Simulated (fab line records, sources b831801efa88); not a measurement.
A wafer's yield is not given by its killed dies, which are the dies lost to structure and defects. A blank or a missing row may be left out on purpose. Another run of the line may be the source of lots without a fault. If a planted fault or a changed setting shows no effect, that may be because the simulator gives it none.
fab line records	flow sky130
[record] lots = 24	wafers = 72	last-day = 50
route steps=708 shown POLY_CUT@316 METAL1@438 METAL2@501 VIA2@523 METAL4@600
lots with no fault: from the same line, run without faults
start-h: start of the lot's first displayed wafer, in hours after the record's first day	wait-h: hours from the lot's prior step to this one	" repeats the value in the row above	L1.1+2: a single row standing in for several wafers	- no value, or no start was given	* or withheld: withheld	< > ~ a bound
route shown NAME@n: NAME is a module with steps in the file, n the number in the route of the first one	usual: the fault-free wafers' mean and standard deviation	same: alike in all rows	chamber/n: place in a boat	sites: readings site by site	_std_site: standard deviation across them	_edge_site: outer sites' mean less inner sites'	radius-mm: how far each site lies from the wafer's centre	mask NAME#n: copy n	behind: the last tool/chamber to shape the wafer	hold: what put the lot on hold/how long, in hours/how the hold closed	device: the n, p or np transistor that did not switch	end of line: the same wafers' tests at the end of the route	a step given without rows: its recipe and nothing more	killed: not the wafer's yield, but the dies lost to structure and defects at the first sort	map: the dies of a wafer, with x for killed, . for not killed, _ for no die there
set.NAME: the setting as run; set.NAME@STEP: as run at that earlier step	model.NAME: the simulator's own value behind a step, which no gauge read
steps of the route over a sample of lots; a table a step, a row a wafer
services: a tool's chamber out of use, with start hour (start-h, from the record's first day; less than 0 if before it), hours out, and reason
[[steps]]
[step SKY_POLY_CUT_OVL_MEAS_09]
[usual] POLY_CUT_OVL = -1/5.3
lot.wafer	tool	chamber	start-h	wait-h	POLY_CUT_OVL[nm]
L074.1	overlay-01	-	563.67	0.1	3
L074.2	"	-	"	"	-5
L074.6	"	-	"	"	-3
L075.1	overlay-02	-	575.85	0.1	0
L075.2	"	-	"	"	-4
L075.6	"	-	"	"	-4
L077.3	overlay-01	-	597.93	0.1	-6
L077.5	"	-	"	"	-6
L077.6	"	-	"	"	-1
L076.4	overlay-02	-	602.02	0.1	8
L076.5	"	-	"	"	1
L076.6	"	-	"	"	11
L078.1	overlay-01	-	612.00	0.1	0
L078.4	"	-	"	"	0
L078.6	"	-	"	"	3
L079.1	overlay-02	-	613.55	0.1	-5
L079.4	"	-	"	"	0
L079.6	"	-	"	"	-4
L080.1	overlay-02	-	621.57	0.1	10
L080.2	"	-	"	"	14
L080.5	"	-	"	"	13
L081.2	overlay-02	-	635.22	0.1	-8
L081.4	"	-	"	"	-7
L081.6	"	-	"	"	-14
L082.1	overlay-01	-	646.77	0.1	-2
L082.2	"	-	"	"	-8
L082.5	"	-	"	"	0
L083.3	overlay-01	-	653.18	0.1	4
L083.4	"	-	"	"	-1
L083.6	"	-	"	"	-3
L084.4	overlay-01	-	660.22	0.1	-1
L084.5	"	-	"	"	0
L084.6	"	-	"	"	-2
L085.2	overlay-02	-	676.36	0.1	-9
L085.4	"	-	"	"	-4
L085.6	"	-	"	"	-11
L086.2	overlay-01	-	679.96	0.1	-6
L086.3	"	-	"	"	-11
L086.6	"	-	"	"	-6
L087.1	overlay-02	-	686.65	0.1	-5
L087.4	"	-	"	"	-6
L087.6	"	-	"	"	-2
L088.3	overlay-02	-	695.61	0.1	-1
L088.5	"	-	"	"	7
L088.6	"	-	"	"	1
L089.3	overlay-02	-	701.63	0.1	2
L089.4	"	-	"	"	3
L089.6	"	-	"	"	0
L090.2	overlay-02	-	712.26	0.1	2
L090.4	"	-	"	"	4
L090.5	"	-	"	"	5
L091.2	overlay-02	-	717.81	0.1	-3
L091.3	"	-	"	"	-1
L091.5	"	-	"	"	3
L092.1	overlay-02	-	727.50	0.1	-7
L092.2	"	-	"	"	-6
L092.6	"	-	"	"	-3
L093.3	overlay-01	-	730.56	0.1	-5
L093.4	"	-	"	"	1
L093.6	"	-	"	"	-1
L094.1	overlay-02	-	737.80	0.1	4
L094.3	"	-	"	"	0
L094.6	"	-	"	"	0
L095.2	overlay-02	-	742.76	0.1	1
L095.3	"	-	"	"	7
L095.4	"	-	"	"	1
L096.1	overlay-01	-	750.37	0.1	-6
L096.2	"	-	"	"	0
L096.3	"	-	"	"	-9
L097.3	overlay-02	-	766.82	0.1	-4
L097.4	"	-	"	"	-6
L097.5	"	-	"	"	0
[step SKY_METAL1_SPUTTER_04]
[recipe] material = TiN	target-thk-nm = 70	power-w = 6500	time-s = 58.3	chamber-pressure-pa = 0.4
[usual] throttle-valve-pct = 29.9/0.91
lot.wafer	tool	chamber	start-h	wait-h	throttle-valve-pct
L074.1	pvd-sputter-04	-	741.72	0.0	29.7
L074.2	"	-	"	"	28.7
L074.6	"	-	"	"	30.0
L075.1	pvd-sputter-04	-	750.87	0.0	29.5
L075.2	"	-	"	"	28.7
L075.6	"	-	"	"	29.5
L077.3	pvd-sputter-02	-	771.46	0.0	30.9
L077.5	"	-	"	"	30.7
L077.6	"	-	"	"	30.2
L076.4	pvd-sputter-04	-	777.08	0.0	29.6
L076.5	"	-	"	"	28.6
L076.6	"	-	"	"	29.4
L078.1	pvd-sputter-02	-	784.89	0.0	29.3
L078.4	"	-	"	"	30.1
L078.6	"	-	"	"	29.9
L079.1	pvd-sputter-03	-	785.49	0.0	29.0
L079.4	"	-	"	"	28.3
L079.6	"	-	"	"	28.8
L080.1	pvd-sputter-02	-	793.65	0.0	29.4
L080.2	"	-	"	"	31.3
L080.5	"	-	"	"	30.2
L081.2	pvd-sputter-04	-	803.87	0.0	29.6
L081.4	"	-	"	"	28.9
L081.6	"	-	"	"	30.1
L082.1	pvd-sputter-03	-	814.26	0.0	28.4
L082.2	"	-	"	"	28.8
L082.5	"	-	"	"	28.2
L083.3	pvd-sputter-04	-	820.26	0.0	28.5
L083.4	"	-	"	"	29.7
L083.6	"	-	"	"	29.3
L084.4	pvd-sputter-02	-	827.26	0.0	30.4
L084.5	"	-	"	"	31.5
L084.6	"	-	"	"	29.5
L085.2	pvd-sputter-04	-	839.51	0.0	29.6
L085.4	"	-	"	"	28.9
L085.6	"	-	"	"	29.3
L086.2	pvd-sputter-02	-	843.95	0.0	29.5
L086.3	"	-	"	"	30.4
L086.6	"	-	"	"	29.5
L087.1	pvd-sputter-04	-	849.74	0.0	29.6
L087.4	"	-	"	"	29.8
L087.6	"	-	"	"	29.6
L088.3	pvd-sputter-03	-	858.32	0.0	31.5
L088.5	"	-	"	"	29.0
L088.6	"	-	"	"	28.4
L089.3	pvd-sputter-02	-	864.41	0.0	31.0
L089.4	"	-	"	"	30.7
L089.6	"	-	"	"	31.1
L090.2	pvd-sputter-03	-	873.97	0.0	29.1
L090.4	"	-	"	"	28.2
L090.5	"	-	"	"	31.7
L091.2	pvd-sputter-02	-	879.10	0.0	29.5
L091.3	"	-	"	"	31.1
L091.5	"	-	"	"	31.3
L092.1	pvd-sputter-03	-	885.87	0.0	31.9
L092.2	"	-	"	"	28.3
L092.6	"	-	"	"	31.7
L093.3	pvd-sputter-02	-	888.99	0.0	31.5
L093.4	"	-	"	"	30.3
L093.6	"	-	"	"	30.2
L094.1	pvd-sputter-02	-	895.16	0.0	31.1
L094.3	"	-	"	"	30.2
L094.6	"	-	"	"	29.4
L095.2	pvd-sputter-04	-	902.27	0.0	29.5
L095.3	"	-	"	"	29.0
L095.4	"	-	"	"	29.3
L096.1	pvd-sputter-04	-	906.49	0.0	29.3
L096.2	"	-	"	"	29.9
L096.3	"	-	"	"	28.7
L097.3	pvd-sputter-02	-	922.01	0.0	31.2
L097.4	"	-	"	"	30.9
L097.5	"	-	"	"	31.4
[step SKY_METAL1_CD_MEAS_15]
[recipe] target-cd-nm = 140
[usual] cd-nm = 140.5/1.4
lot.wafer	tool	chamber	start-h	wait-h	cd-nm
L074.1	cd-sem-01	-	768.09	-	141.4
L074.2	"	-	"	"	143.0
L074.6	"	-	"	"	142.3
L075.1	cd-sem-01	-	777.08	-	139.4
L075.2	"	-	"	"	142.0
L075.6	"	-	"	"	139.0
L077.3	cd-sem-02	-	795.97	-	139.6
L077.5	"	-	"	"	140.6
L077.6	"	-	"	"	139.7
L076.4	cd-sem-01	-	802.00	-	139.9
L076.5	"	-	"	"	139.0
L076.6	"	-	"	"	139.2
L078.1	cd-sem-01	-	808.18	-	141.1
L078.4	"	-	"	"	142.7
L078.6	"	-	"	"	142.0
L079.1	cd-sem-01	-	809.39	-	141.0
L079.4	"	-	"	"	141.2
L079.6	"	-	"	"	141.5
L080.1	cd-sem-01	-	817.51	-	141.6
L080.2	"	-	"	"	141.6
L080.5	"	-	"	"	141.4
L081.2	cd-sem-02	-	827.40	-	141.3
L081.4	"	-	"	"	139.8
L081.6	"	-	"	"	142.9
L082.1	cd-sem-01	-	840.29	-	141.2
L082.2	"	-	"	"	141.4
L082.5	"	-	"	"	139.3
L083.3	cd-sem-02	-	845.98	-	142.1
L083.4	"	-	"	"	142.5
L083.6	"	-	"	"	141.8
L084.4	cd-sem-01	-	853.20	-	138.2
L084.5	"	-	"	"	139.7
L084.6	"	-	"	"	140.5
L085.2	cd-sem-01	-	865.21	-	139.2
L085.4	"	-	"	"	140.3
L085.6	"	-	"	"	138.7
L086.2	cd-sem-02	-	870.26	-	142.2
L086.3	"	-	"	"	141.8
L086.6	"	-	"	"	143.4
L087.1	cd-sem-02	-	875.83	-	140.2
L087.4	"	-	"	"	139.6
L087.6	"	-	"	"	140.4
L088.3	cd-sem-01	-	884.02	-	142.7
L088.5	"	-	"	"	143.6
L088.6	"	-	"	"	142.6
L089.3	cd-sem-01	-	890.27	-	139.7
L089.4	"	-	"	"	138.6
L089.6	"	-	"	"	139.0
L090.2	cd-sem-02	-	899.70	-	139.8
L090.4	"	-	"	"	142.2
L090.5	"	-	"	"	141.1
L091.2	cd-sem-02	-	904.46	-	139.9
L091.3	"	-	"	"	138.7
L091.5	"	-	"	"	140.4
L092.1	cd-sem-01	-	911.84	-	141.4
L092.2	"	-	"	"	141.2
L092.6	"	-	"	"	139.5
L093.3	cd-sem-01	-	914.08	-	137.9
L093.4	"	-	"	"	137.3
L093.6	"	-	"	"	138.2
L094.1	cd-sem-02	-	919.99	-	140.7
L094.3	"	-	"	"	141.1
L094.6	"	-	"	"	141.5
L095.2	cd-sem-02	-	926.91	-	141.0
L095.3	"	-	"	"	140.1
L095.4	"	-	"	"	142.2
L096.1	cd-sem-01	-	931.94	-	140.0
L096.2	"	-	"	"	140.7
L096.3	"	-	"	"	140.4
L097.3	cd-sem-01	-	947.38	-	138.7
L097.4	"	-	"	"	139.9
L097.5	"	-	"	"	138.6
[step SKY_METAL2_ETCH_18]
[recipe] chemistry = N2/H2	target = BARC	ion-energy-ev = 200	bias-w = 100	pressure-mtorr = 30	n2-flow-sccm = 100	h2-flow-sccm = 200	icp-w = 500	stop-on = SiO2	time-s = 45.9	target-depth-a = 600
[usual] drypump-motor-current-A = 5.97/0.19	oes-product-au = 0.854/0.0046	throttle-valve-pct = 13.226/0.01
lot.wafer	tool	chamber	start-h	wait-h	drypump-motor-current-A	oes-product-au	rf-hours-counter-h	throttle-valve-pct
L074.1	rie-metal-03	0	820.42	0.0	5.62	0.860	9	13.236
L074.2	"	1	"	"	5.98	0.851	4	13.227
L074.6	"	1	"	"	5.98	0.847	-	13.232
L075.1	rie-metal-03	1	828.07	0.1	5.97	0.851	4	13.235
L075.2	"	1	"	"	5.96	0.864	-	13.239
L075.6	"	1	"	"	5.98	0.862	-	13.223
L077.3	rie-metal-03	1	848.61	0.0	5.98	0.855	-	13.224
L077.5	"	1	"	"	5.98	0.856	-	13.220
L077.6	"	0	"	"	5.63	0.854	-	13.225
L076.4	rie-metal-02	1	854.65	0.0	6.36	0.853	-	13.247
L076.5	"	1	"	"	6.34	0.851	-	13.223
L076.6	"	0	"	"	6.01	0.859	-	13.231
L078.1	rie-metal-02	0	861.23	0.0	6.01	0.850	7	13.216
L078.4	"	0	"	"	6.02	0.847	-	13.212
L078.6	"	0	"	"	6.01	0.858	-	13.237
L079.1	rie-metal-02	0	863.13	0.0	6.03	0.847	7	13.237
L079.4	"	0	"	"	6.03	0.857	-	13.226
L079.6	"	1	"	"	6.30	0.856	-	13.229
L080.1	rie-metal-03	0	872.08	0.0	5.62	0.849	10	13.227
L080.2	"	1	"	"	5.97	0.861	6	13.224
L080.5	"	1	"	"	5.98	0.857	-	13.210
L081.2	rie-metal-01	0	882.38	0.0	5.97	0.848	6	13.217
L081.4	"	1	"	"	5.93	0.856	-	13.236
L081.6	"	0	"	"	5.99	0.857	-	13.225
L082.1	rie-metal-03	1	891.59	0.0	5.98	0.854	6	13.226
L082.2	"	0	"	"	5.63	0.846	11	13.222
L082.5	"	0	"	"	5.63	0.857	-	13.209
L083.3	rie-metal-02	0	903.91	0.0	6.01	0.850	-	13.219
L083.4	"	1	"	"	6.34	0.854	-	13.223
L083.6	"	1	"	"	6.35	0.853	-	13.232
L084.4	rie-metal-02	1	906.35	0.0	6.29	0.847	-	13.214
L084.5	"	1	"	"	6.31	0.852	-	13.228
L084.6	"	0	"	"	6.01	0.850	-	13.227
L085.2	rie-metal-01	1	919.67	0.1	5.96	0.855	-	13.228
L085.4	"	1	"	"	5.94	0.858	-	13.228
L085.6	"	1	"	"	5.96	0.851	-	13.217
L086.2	rie-metal-03	1	922.57	0.1	5.99	0.860	-	13.219
L086.3	"	1	"	"	5.99	0.855	-	13.222
L086.6	"	1	"	"	5.98	0.853	-	13.215
L087.1	rie-metal-01	0	929.39	0.0	5.97	0.858	8	13.222
L087.4	"	0	"	"	5.96	0.851	-	13.221
L087.6	"	0	"	"	5.97	0.859	-	13.238
L088.3	rie-metal-01	1	941.71	0.0	5.93	0.852	-	13.218
L088.5	"	1	"	"	5.95	0.857	-	13.202
L088.6	"	0	"	"	5.96	0.854	-	13.216
L089.3	rie-metal-03	0	944.15	0.0	5.63	0.848	-	13.240
L089.4	"	1	"	"	5.98	0.853	-	13.250
L089.6	"	0	"	"	5.62	0.859	-	13.222
L090.2	rie-metal-01	1	952.79	0.0	5.93	0.847	18	13.239
L090.4	"	0	"	"	5.95	0.853	-	13.206
L090.5	"	0	"	"	5.95	0.856	-	13.219
L091.2	rie-metal-01	0	958.63	0.0	5.95	0.859	9	13.235
L091.3	"	1	"	"	5.95	0.856	-	13.225
L091.5	"	0	"	"	5.94	0.855	-	13.221
L092.1	rie-metal-03	0	967.49	0.0	5.62	0.847	14	13.207
L092.2	"	1	"	"	5.97	0.852	11	13.220
L092.6	"	1	"	"	5.98	0.852	-	13.228
L093.3	rie-metal-01	0	968.56	0.0	5.98	0.858	-	13.220
L093.4	"	1	"	"	5.95	0.853	-	13.227
L093.6	"	1	"	"	5.98	0.849	-	13.213
L094.1	rie-metal-01	0	973.23	0.0	5.95	0.859	10	13.216
L094.3	"	1	"	"	5.96	0.857	-	13.226
L094.6	"	0	"	"	5.97	0.859	-	13.229
L095.2	rie-metal-01	0	979.03	0.0	5.97	0.859	10	13.219
L095.3	"	0	"	"	5.96	0.858	-	13.213
L095.4	"	1	"	"	5.99	0.854	-	13.227
L096.1	rie-metal-02	0	983.22	0.0	5.99	0.859	13	13.237
L096.2	"	1	"	"	6.36	0.857	7	13.242
L096.3	"	1	"	"	6.32	0.854	-	13.232
L097.3	rie-metal-03	0	999.04	0.0	5.62	0.858	-	13.221
L097.4	"	1	"	"	5.99	0.860	-	13.214
L097.5	"	0	"	"	5.62	0.855	-	13.237
[step SKY_VIA2_STRIP_16]
[recipe] chemistry = O2/N2	power-w = 1400	pressure-mtorr = 1500	platen-temp-c = withheld	o2-flow-sccm = 3000	n2-flow-sccm = 300	overash-fraction = 0.5
[usual] drypump-motor-current-A = 5.9/0.46	oes-product-au = 0.398/0.0051	strip-time-to-endpoint-s = 4.05/0.043
lot.wafer	tool	chamber	start-h	wait-h	drypump-motor-current-A	oes-product-au	rf-hours-counter-h	strip-time-to-endpoint-s
L074.1	plasma-asher-03	0	847.50	0.0	6.2	0.402	73	4.05
L074.2	"	1	"	"	6.2	0.399	73	4.06
L074.6	"	1	"	"	6.3	0.403	-	4.05
L075.1	plasma-asher-03	0	855.75	0.0	6.2	0.395	74	4.11
L075.2	"	1	"	"	6.2	0.399	74	4.09
L075.6	"	0	"	"	6.2	0.394	-	4.03
L077.3	plasma-asher-02	1	875.69	0.1	6.0	0.397	-	4.06
L077.5	"	1	"	"	6.0	0.403	-	4.10
L077.6	"	0	"	"	5.8	0.396	-	4.04
L076.4	plasma-asher-03	0	882.14	0.0	6.2	0.397	-	4.01
L076.5	"	1	"	"	6.2	0.399	-	4.11
L076.6	"	0	"	"	6.2	0.397	-	4.01
L078.1	plasma-asher-04	0	888.60	0.1	5.6	0.398	45	4.01
L078.4	"	0	"	"	5.6	0.399	-	4.04
L078.6	"	0	"	"	5.6	0.400	-	4.00
L079.1	plasma-asher-04	0	890.42	0.2	5.6	0.401	45	4.07
L079.4	"	0	"	"	5.6	0.400	-	4.04
L079.6	"	1	"	"	4.9	0.388	-	4.07
L080.1	plasma-asher-02	0	898.81	0.0	5.8	0.398	18	4.02
L080.2	"	1	"	"	6.0	0.400	18	4.03
L080.5	"	0	"	"	5.8	0.410	-	3.99
L081.2	plasma-asher-02	0	907.35	0.0	5.8	0.398	19	4.08
L081.4	"	0	"	"	5.8	0.407	-	4.11
L081.6	"	1	"	"	6.1	0.398	-	4.03
L082.1	plasma-asher-04	1	918.86	0.0	4.9	0.395	49	4.04
L082.2	"	0	"	"	5.6	0.402	49	4.08
L082.5	"	1	"	"	4.9	0.402	-	4.10
L083.3	plasma-asher-03	1	930.38	0.1	6.2	0.401	-	4.07
L083.4	"	0	"	"	6.2	0.390	-	4.07
L083.6	"	1	"	"	6.2	0.399	-	4.06
L084.4	plasma-asher-04	0	932.98	0.1	5.6	0.411	-	4.10
L084.5	"	1	"	"	4.9	0.395	-	4.00
L084.6	"	0	"	"	5.6	0.395	-	4.10
L085.2	plasma-asher-04	1	946.90	0.0	4.9	0.395	52	3.99
L085.4	"	1	"	"	4.9	0.389	-	4.05
L085.6	"	1	"	"	4.9	0.406	-	3.98
L086.2	plasma-asher-04	1	948.71	0.0	4.9	0.400	52	4.11
L086.3	"	0	"	"	5.6	0.400	-	4.14
L086.6	"	1	"	"	4.9	0.398	-	4.10
L087.1	plasma-asher-02	0	955.16	0.0	5.8	0.398	25	4.12
L087.4	"	1	"	"	6.0	0.401	-	4.10
L087.6	"	0	"	"	5.8	0.398	-	4.10
L088.3	plasma-asher-03	0	967.94	0.1	6.2	0.396	-	4.04
L088.5	"	1	"	"	6.2	0.385	-	4.08
L088.6	"	0	"	"	6.2	0.401	-	4.14
L089.3	plasma-asher-04	1	970.93	0.1	4.9	0.388	-	4.04
L089.4	"	0	"	"	5.6	0.400	-	4.02
L089.6	"	0	"	"	5.6	0.392	-	4.01
L090.2	plasma-asher-03	0	978.41	0.0	6.2	0.391	90	4.07
L090.4	"	1	"	"	6.2	0.393	-	3.96
L090.5	"	0	"	"	6.2	0.395	-	4.02
L091.2	plasma-asher-03	1	983.15	0.0	6.2	0.402	91	4.03
L091.3	"	0	"	"	6.2	0.398	-	4.10
L091.5	"	0	"	"	6.2	0.394	-	4.03
L092.1	plasma-asher-03	0	992.16	0.0	6.2	0.405	91	4.01
L092.2	"	1	"	"	6.2	0.407	91	4.06
L092.6	"	0	"	"	6.2	0.391	-	4.05
L093.3	plasma-asher-03	0	994.19	0.1	6.2	0.395	-	4.10
L093.4	"	1	"	"	6.2	0.404	-	4.12
L093.6	"	0	"	"	6.2	0.391	-	4.02
L094.1	plasma-asher-02	0	997.91	0.0	5.8	0.402	29	4.06
L094.3	"	1	"	"	6.0	0.394	-	4.02
L094.6	"	0	"	"	5.8	0.395	-	4.06
L095.2	plasma-asher-02	1	1004.06	0.0	6.0	0.403	30	4.10
L095.3	"	0	"	"	5.8	0.405	-	4.06
L095.4	"	1	"	"	6.0	0.406	-	4.12
L096.1	plasma-asher-03	1	1007.86	0.0	6.2	0.398	93	4.08
L096.2	"	0	"	"	6.2	0.398	93	4.04
L096.3	"	1	"	"	6.2	0.405	-	4.15
L097.3	plasma-asher-03	1	1023.38	0.1	6.2	0.398	-	4.09
L097.4	"	0	"	"	6.2	0.399	-	4.08
L097.5	"	0	"	"	6.2	0.401	-	4.06
[step SKY_METAL4_SPUTTER_02]
[recipe] material = AlCu	target-thk-nm = 735	power-w = 10600	time-s = 39.1	chamber-pressure-pa = 0.4
[usual] throttle-valve-pct = 29.6/1.1
lot.wafer	tool	chamber	start-h	wait-h	throttle-valve-pct
L074.1	pvd-sputter-04	-	929.57	0.0	29.6
L074.2	"	-	"	"	30.2
L074.6	"	-	"	"	29.4
L075.1	pvd-sputter-04	-	935.71	0.0	29.8
L075.2	"	-	"	"	29.6
L075.6	"	-	"	"	29.5
L077.3	pvd-sputter-03	-	955.66	0.0	32.0
L077.5	"	-	"	"	30.6
L077.6	"	-	"	"	28.8
L076.4	pvd-sputter-03	-	961.90	0.0	31.5
L076.5	"	-	"	"	29.3
L076.6	"	-	"	"	28.3
L078.1	pvd-sputter-03	-	967.06	0.0	30.4
L078.4	"	-	"	"	28.9
L078.6	"	-	"	"	29.1
L079.1	pvd-sputter-04	-	970.90	0.0	28.5
L079.4	"	-	"	"	29.4
L079.6	"	-	"	"	29.0
L080.1	pvd-sputter-03	-	977.28	0.0	30.3
L080.2	"	-	"	"	29.2
L080.5	"	-	"	"	28.1
L081.2	pvd-sputter-03	-	986.71	0.0	28.2
L081.4	"	-	"	"	30.5
L081.6	"	-	"	"	31.6
L082.1	pvd-sputter-01	-	996.80	0.0	31.5
L082.2	"	-	"	"	28.9
L082.5	"	-	"	"	29.0
L083.3	pvd-sputter-04	-	1006.45	0.0	29.8
L083.4	"	-	"	"	29.6
L083.6	"	-	"	"	29.6
L084.4	pvd-sputter-04	-	1013.84	0.0	29.2
L084.5	"	-	"	"	28.9
L084.6	"	-	"	"	29.6
L085.2	pvd-sputter-01	-	1023.71	0.0	31.4
L085.4	"	-	"	"	31.0
L085.6	"	-	"	"	28.6
L086.2	pvd-sputter-01	-	1025.53	0.0	28.3
L086.3	"	-	"	"	31.0
L086.6	"	-	"	"	31.4
L087.1	pvd-sputter-01	-	1030.26	0.0	28.4
L087.4	"	-	"	"	31.4
L087.6	"	-	"	"	29.0
L088.3	pvd-sputter-04	-	1041.88	0.0	29.5
L088.5	"	-	"	"	30.2
L088.6	"	-	"	"	29.3
L089.3	pvd-sputter-03	-	1047.19	0.0	28.9
L089.4	"	-	"	"	30.4
L089.6	"	-	"	"	29.1
L090.2	pvd-sputter-01	-	1051.91	0.0	31.0
L090.4	"	-	"	"	31.5
L090.5	"	-	"	"	28.9
L091.2	pvd-sputter-03	-	1056.78	0.0	28.2
L091.3	"	-	"	"	30.5
L091.5	"	-	"	"	30.4
L092.1	pvd-sputter-01	-	1064.92	0.0	28.3
L092.2	"	-	"	"	31.6
L092.6	"	-	"	"	31.6
L093.3	pvd-sputter-03	-	1067.43	0.0	29.2
L093.4	"	-	"	"	31.5
L093.6	"	-	"	"	30.2
L094.1	pvd-sputter-03	-	1070.23	0.0	28.9
L094.3	"	-	"	"	30.5
L094.6	"	-	"	"	28.4
L095.2	pvd-sputter-03	-	1077.34	0.0	30.7
L095.3	"	-	"	"	29.3
L095.4	"	-	"	"	28.2
L096.1	pvd-sputter-04	-	1078.92	0.0	30.0
L096.2	"	-	"	"	29.5
L096.3	"	-	"	"	28.7
L097.3	pvd-sputter-04	-	1094.56	0.0	28.9
L097.4	"	-	"	"	29.3
L097.5	"	-	"	"	28.8
[[services]]
tool	chamber	start-h	hours	kind
pvd-sputter-03	-	737.05	1.4	repair
pvd-sputter-02	-	742.50	17.1	repair
pvd-sputter-02	-	751.51	2.5	repair
pvd-sputter-03	-	762.75	4.0	repair
pvd-sputter-04	-	767.82	3.7	repair
pvd-sputter-04	-	771.01	2.0	repair
pvd-sputter-03	-	783.32	1.8	repair
rie-metal-01	-	786.64	0.2	repair
pvd-sputter-04	-	793.38	1.8	repair
pvd-sputter-02	-	793.71	5.4	repair
pvd-sputter-02	-	797.55	25.6	repair
pvd-sputter-03	-	824.93	2.9	repair
rie-metal-03	0	827.87	1.1	repair
pvd-sputter-02	-	871.33	5.8	repair
plasma-asher-03	-	884.50	0.3	repair
rie-metal-01	0	911.02	9.7	repair
pvd-sputter-04	-	923.37	1.8	repair
plasma-asher-03	-	930.92	2.9	repair
pvd-sputter-04	-	978.23	4.6	repair
pvd-sputter-04	-	993.71	3.4	repair
pvd-sputter-02	-	998.61	5.5	repair
pvd-sputter-04	-	1023.62	2.4	repair
pvd-sputter-04	-	1059.55	3.9	repair
pvd-sputter-04	-	1061.28	7.2	repair
[[key]]
fault none
